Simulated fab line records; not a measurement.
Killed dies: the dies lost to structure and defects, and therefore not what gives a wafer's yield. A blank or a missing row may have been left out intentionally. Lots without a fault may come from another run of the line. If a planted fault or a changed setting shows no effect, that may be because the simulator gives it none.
A single fault, viewed from 2 desks ; flow gf180mcu ; only its own numbers are on each desk; what lay behind them is given at the end

THE TOOL OWNER'S DESK: cmp-02
The tool's own readings at GF_CONTACT_CMP_27 (polishes, stops on SiO2, t overpolish 15 s, target thk 0 nm): means of the sampled wafers that have a number, for each lot that ran on this tool. Marked OUT: a lot whose mean sits more than 4 standard deviations from the usual mean, which makes it out of limits; the brackets give that distance.
Columns: A = motor-current-A at GF_CONTACT_CMP_27, usual 11.1 A; B = overpolish-run-s at GF_CONTACT_CMP_27, usual 14.999 s; C = platen-rpm at GF_CONTACT_CMP_27, usual 60.00 rpm; D = time-to-endpoint-s at GF_CONTACT_CMP_27, usual 73 s
lot;first seen here;A;B;C;D
L514;day 16 10:28;10.6;15.005;59.99;75
L517;day 17 23:36;11.2;15.000;59.98;71
L527;day 21 08:28;11.3;15.006;60.01;67
L528;day 21 19:10;10.8;14.999;59.97;72
This desk's verdict: no lot among the 4 shows anything out of limits.

THE METROLOGY DESK
Means of the sampled wafers that have a number, per lot and without regard to the tool the lot ran on: this is what the gauges read. Marked OUT: a lot whose mean sits more than 4 standard deviations from the usual mean, which makes it out of limits; the brackets give that distance.
Columns: A = V5_W_THK at GF_V5_THK_MEAS_25, usual 364 nm
lot;first seen here;A
L514;day 27 18:10;361
L515;day 27 22:38;369
L516;day 28 12:01;361
L517;day 29 00:55;365
L518;day 29 09:48;369
L519;day 29 19:39;361
L524;day 30 18:30;366
L523;day 30 23:19;359
L527;day 31 15:47;356
L528;day 31 22:52;364
L530;day 32 11:39;365
L533;day 33 08:44;360
L535;day 33 15:47;369
L537;day 34 01:03;364
This desk's verdict: no lot among the 14 shows anything out of limits.

TAKEN TOGETHER
The tool owner's desk saw nothing out of limits.
From the metrology desk's view, nothing was out of limits.

WHAT THE SIMULATOR HAD PUT IN
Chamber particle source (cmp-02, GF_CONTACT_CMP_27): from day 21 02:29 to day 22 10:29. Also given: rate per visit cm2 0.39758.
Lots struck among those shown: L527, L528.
